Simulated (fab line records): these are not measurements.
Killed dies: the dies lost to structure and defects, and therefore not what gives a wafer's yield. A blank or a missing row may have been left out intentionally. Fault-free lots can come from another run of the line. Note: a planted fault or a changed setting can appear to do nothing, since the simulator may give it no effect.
Which tool did it? || flow gf180mcu || route of 602 steps, sampled at 1 step: 6 lots, 18 wafers

## WHAT EACH GAUGE READ, for each wafer
GF_POLY_GATE_THK_MEAS_17.
{"lot": "L864", "measured": "day 9 12:29", "on": "filmMetro-04", "POLY_GATE_OXIDATION_THK (nm)": "3.87 3.95 4.01"}
{"lot": "L866", "measured": "day 10 02:14", "on": "filmMetro-04", "POLY_GATE_OXIDATION_THK (nm)": "4.19 4.06 4.13"}
{"lot": "L868", "measured": "day 10 15:02", "on": "filmMetro-03", "POLY_GATE_OXIDATION_THK (nm)": "4.08 3.96 4.03"}
{"lot": "L871", "measured": "day 11 14:26", "on": "filmMetro-03", "POLY_GATE_OXIDATION_THK (nm)": "4.00 4.07 4.02"}
{"lot": "L873", "measured": "day 12 16:10", "on": "filmMetro-02", "POLY_GATE_OXIDATION_THK (nm)": "4.09 3.91 4.00"}
{"lot": "L884", "measured": "day 15 12:14", "on": "filmMetro-02", "POLY_GATE_OXIDATION_THK (nm)": "3.98 4.10 4.07"}

## WHAT TOOL EACH LOT RAN ON (gives the tool, then ch and the chambers of the sampled wafers, and finally the start)
Record: no process step prior to these readings.

## THE ANSWER, worked out from the rows above alone
Rule: usual is defined by the lots themselves. Put in order of their means at a reading, lots are off if they are a third of the lots or fewer, leave a main group of 4 or more, and stand apart from it by a gap of 3 or more times the standard deviation of the main group's means; of several such gaps the widest counts. A main group is skipped when, at the precision printed for the reading in the tables above, its means are all equal. Also off: a lot with no number at a reading for which 4 or more lots have one. The other lots that the step has rows for count as sound.
Across all readings shown, no lot is off: no conclusion can be drawn from this.

## WHAT WAS PUT IN BY THE SIMULATOR
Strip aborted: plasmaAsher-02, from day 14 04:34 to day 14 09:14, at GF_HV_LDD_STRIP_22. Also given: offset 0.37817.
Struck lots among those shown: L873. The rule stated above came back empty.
